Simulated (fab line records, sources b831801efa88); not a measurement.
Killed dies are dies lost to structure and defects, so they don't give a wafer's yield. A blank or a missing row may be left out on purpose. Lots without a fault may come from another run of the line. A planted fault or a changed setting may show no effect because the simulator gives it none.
Which tool did it? | flow gf180mcu | 6 lots, 18 wafers sampled, at 2 steps of a route of 602

WHAT THE GAUGES READ, wafer by wafer
GF_MVSD_TW_MEAS_11.
lot  | measured    | on            | MVSD_TW
L693 | day 4 15:43 | film_metro-02 | 1560 1558 1567
L696 | day 5 09:04 | film_metro-02 | 1560 1564 1570
L700 | day 6 08:40 | film_metro-04 | 1578 1585 1576
L703 | day 7 01:17 | film_metro-04 | 1579 1572 1577
L708 | day 8 11:31 | film_metro-02 | 1563 1559 1558
L710 | day 8 22:39 | film_metro-01 | 1570 1566 1570

WHICH TOOL RAN EACH LOT (tool, then ch and the chambers of the sampled wafers, then the start)
lot  | GF_MVSD_IMPLANT_08
L693 | implanter-01 ch 0, day 4 15:19
L696 | implanter-01 ch 0, day 5 08:40
L700 | implanter-02 ch 0, day 6 08:16
L703 | implanter-02 ch 0, day 7 00:53
L708 | implanter-04 ch 0, day 8 11:10
L710 | implanter-04 ch 0, day 8 22:16
- GF_MVSD_IMPLANT_08

THE ANSWER, worked out from the rows above alone
Rule: what is usual is taken from the lots themselves. Put in order of their means at a reading, lots are off if they are a third of the lots or fewer, leave a main group of 4 or more, and stand apart from it by a gap of 3 or more times the standard deviation of the main group's means; of several such gaps the widest counts. A main group whose means are all the same, to the digits that the tables above print for the reading, isn't used. A lot without any number at a reading at which 4 lots or more have one is off too. The other lots that the step has rows for count as sound.
No lot is off at any reading shown: from this, nothing can be told.

WHAT THE SIMULATOR HAD PUT IN
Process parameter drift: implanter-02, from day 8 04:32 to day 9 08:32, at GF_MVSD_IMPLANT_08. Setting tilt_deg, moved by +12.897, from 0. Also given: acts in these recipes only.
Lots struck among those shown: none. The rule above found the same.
